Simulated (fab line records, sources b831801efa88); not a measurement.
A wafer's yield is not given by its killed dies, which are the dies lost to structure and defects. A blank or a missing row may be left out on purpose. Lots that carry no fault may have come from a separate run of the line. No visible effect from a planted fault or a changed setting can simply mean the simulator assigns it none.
Which tool is to blame? ; flow sky130 ; 24 lots, 72 wafers sampled, at 3 steps of a route of 708

== WHAT EACH GAUGE READ, for each wafer ==
SKY_METAL4_OVL_MEAS_14. Usual: for METAL4_OVL the level is -4 nm and the standard deviation is 5.
lot;measured;on;METAL4_OVL (nm);flag
L076;day 42 14:33;overlay-01;5 0 -6;
L075;day 42 15:31;overlay-01;-6 -2 -11;
L074;day 42 16:20;overlay-01;2 3 2;
L077;day 42 16:51;overlay-01;-7 3 -4;
L078;day 43 00:17;overlay-02;-7 -5 -2;
L079;day 43 08:38;overlay-01;-5 1 -10;
L080;day 43 15:05;overlay-01;-10 -10 -6;
L081;day 43 23:43;overlay-01;-6 0 -1;
L082;day 44 05:49;overlay-02;-4 -2 -3;
L083;day 44 13:35;overlay-02;-4 -8 -9;
L084;day 44 17:18;overlay-02;-10 -10 -6;
L085;day 44 17:39;overlay-01;-10 -11 -12;
L086;day 45 03:34;overlay-01;3 2 3;
L087;day 45 12:44;overlay-01;-9 -9 -7;
L088;day 45 17:35;overlay-01;-2 2 0;
L089;day 45 22:47;overlay-01;0 -1 -7;
L090;day 46 08:11;overlay-02;-3 -11 -6;
L093;day 47 11:26;overlay-02;-3 -3 1;
L094;day 47 14:06;overlay-02;-4 -6 -9;
L091;day 47 14:26;overlay-01;-6 -3 -6;
L095;day 47 15:41;overlay-02;-6 4 5;
L092;day 47 17:02;overlay-01;-4 -1 -6;
L096;day 47 17:23;overlay-01;-2 4 -5;
L097;day 47 20:22;overlay-01;6 -2 0;

== WHAT TOOL EACH LOT RAN ON (gives the tool, then ch and the chambers of the sampled wafers, and finally the start) ==
lot;SKY_CAPM_STRIP_14;SKY_METAL3_DESCUM_15
L076;plasma_asher-04 ch 0,1, day 38 06:25;rie_metal-01 ch 0,1, day 39 08:09
L075;plasma_asher-02 ch 0,1, day 38 06:47;rie_metal-04 ch 0,1, day 39 08:58
L074;plasma_asher-04 ch 0,1, day 38 08:07;rie_metal-02 ch 0,1, day 39 09:44
L077;plasma_asher-02 ch 0,1, day 38 08:26;rie_metal-01 ch 0,1, day 39 10:36
L078;plasma_asher-02 ch 0,1, day 38 17:29;rie_metal-04 ch 0,1, day 39 18:41
L079;plasma_asher-02 ch 0,1, day 39 02:14;rie_metal-04 ch 0, day 40 03:53
L080;plasma_asher-01 ch 0,1, day 39 09:01;rie_metal-04 ch 0,1, day 40 10:53
L081;plasma_asher-01 ch 0,1, day 39 18:28;rie_metal-02 ch 0,1, day 40 19:47
L082;plasma_asher-04 ch 0,1, day 40 03:37;rie_metal-04 ch 0,1, day 41 04:56
L083;plasma_asher-02 ch 0,1, day 40 09:26;rie_metal-02 ch 0,1, day 41 10:20
L084;plasma_asher-01 ch 0,1, day 40 16:10;rie_metal-04 ch 0,1, day 41 18:02
L085;plasma_asher-02 ch 0,1, day 40 17:59;rie_metal-04 ch 0,1, day 41 18:20
L086;plasma_asher-01 ch 0,1, day 41 04:37;rie_metal-04 ch 1, day 42 05:38
L087;plasma_asher-04 ch 0,1, day 41 13:04;rie_metal-01 ch 0,1, day 42 14:13
L088;plasma_asher-01 ch 0,1, day 41 20:49;rie_metal-04 ch 0,1, day 42 21:57
L089;plasma_asher-02 ch 0,1, day 42 01:13;rie_metal-04 ch 0,1, day 43 02:05
L090;plasma_asher-04 ch 0,1, day 42 03:22;rie_metal-02 ch 0,1, day 43 04:59
L093;plasma_asher-01 ch 0,1, day 43 18:35;rie_metal-04 ch 1, day 44 16:38
L094;plasma_asher-02 ch 0,1, day 43 21:11;rie_metal-02 ch 0,1, day 44 18:11
L091;plasma_asher-01 ch 0,1, day 43 22:25;rie_metal-04 ch 0,1, day 44 18:49
L095;plasma_asher-01 ch 0,1, day 44 00:29;rie_metal-02 ch 0,1, day 44 20:04
L092;plasma_asher-04 ch 0,1, day 44 01:41;rie_metal-02 ch 0,1, day 44 21:59
L096;plasma_asher-01 ch 0,1, day 44 02:10;rie_metal-01 ch 0,1, day 44 22:31
L097;plasma_asher-01 ch 0,1, day 44 05:41;rie_metal-01 ch 0,1, day 45 03:04
- SKY_CAPM_STRIP_14: strips in O2/N2.
- SKY_METAL3_DESCUM_15: chemistry O2, time 8 s.

== AS READ BY THE TOOLS THEMSELVES (means over the sampled wafers that have a number; for cases with no such wafer, the mark the record gives instead) ==
SKY_CAPM_STRIP_14. Usual: drypump_motor_current_A 5.7 A, standard deviation 0.57; oes_product_au 0.710 a.u., standard deviation 0.0043; strip_time_to_endpoint_s 12.71 s, standard deviation 0.055.
lot;tool;drypump_motor_current_A (A);oes_product_au (a.u.);strip_time_to_endpoint_s (s);flag
L076;plasma_asher-04;6.0;0.711;12.72;
L075;plasma_asher-02;5.4;0.711;12.69;
L074;plasma_asher-04;6.0;0.713;12.65;
L077;plasma_asher-02;5.1;0.705;12.63;
L078;plasma_asher-02;5.4;0.708;12.71;
L079;plasma_asher-02;5.1;0.707;12.75;
L080;plasma_asher-01;6.2;0.708;12.69;
L081;plasma_asher-01;5.9;0.711;12.74;
L082;plasma_asher-04;6.0;0.708;12.80;
L083;plasma_asher-02;5.3;0.708;12.69;
L084;plasma_asher-01;6.2;0.708;12.79;
L085;plasma_asher-02;5.3;0.708;12.65;
L086;plasma_asher-01;6.2;0.713;12.73;
L087;plasma_asher-04;5.9;0.712;12.69;
L088;plasma_asher-01;5.9;0.708;12.76;
L089;plasma_asher-02;5.1;0.712;12.66;
L090;plasma_asher-04;6.0;0.716;12.66;
L093;plasma_asher-01;5.8;0.708;12.67;
L094;plasma_asher-02;5.3;0.710;12.72;
L091;plasma_asher-01;5.9;0.710;12.69;
L095;plasma_asher-01;6.2;0.709;12.77;
L092;plasma_asher-04;6.0;0.713;12.70;
L096;plasma_asher-01;5.8;0.714;12.67;
L097;plasma_asher-01;5.8;0.713;12.81;

SKY_METAL3_DESCUM_15. Usual: drypump_motor_current_A 5.9 A, standard deviation 0.49; oes_product_au 1.007 a.u., standard deviation 0.013.
lot;tool;drypump_motor_current_A (A);oes_product_au (a.u.);flag
L076;rie_metal-01;6.2;1.019;
L075;rie_metal-04;5.9;1.014;
L074;rie_metal-02;5.3;0.995;
L077;rie_metal-01;6.0;0.997;
L078;rie_metal-04;6.0;1.016;
L079;rie_metal-04;6.1;1.000;
L080;rie_metal-04;6.0;1.017;
L081;rie_metal-02;5.8;0.992;
L082;rie_metal-04;6.0;1.022;
L083;rie_metal-02;5.8;1.000;
L084;rie_metal-04;6.0;1.021;
L085;rie_metal-04;6.0;1.009;
L086;rie_metal-04;5.9;1.018;
L087;rie_metal-01;6.2;1.022;
L088;rie_metal-04;5.9;1.013;
L089;rie_metal-04;6.0;1.003;
L090;rie_metal-02;5.2;0.992;
L093;rie_metal-04;5.9;1.020;
L094;rie_metal-02;5.8;0.999;
L091;rie_metal-04;6.0;1.012;
L095;rie_metal-02;5.8;0.995;
L092;rie_metal-02;5.2;0.991;
L096;rie_metal-01;6.1;1.011;
L097;rie_metal-01;6.2;1.012;

== THE ANSWER, worked out from the rows above alone ==
Rule: take the mean of a lot's wafers that have a number; if it is more than 3 standard deviations from the usual mean, the lot is off. A lot without any number at a reading at which 4 lots or more have one is off too. The other lots that the step has rows for count as sound. After the gauges, taken in route order, come the tools' own readings; for these a lot's mean is taken, as printed above. The first step at which some lot is off is used, and at that step the reading that is off furthest; a lot without a number counts as furthest.
No lot is off at any reading shown: from this, nothing can be told.

== WHAT THE SIMULATOR HAD PUT IN ==
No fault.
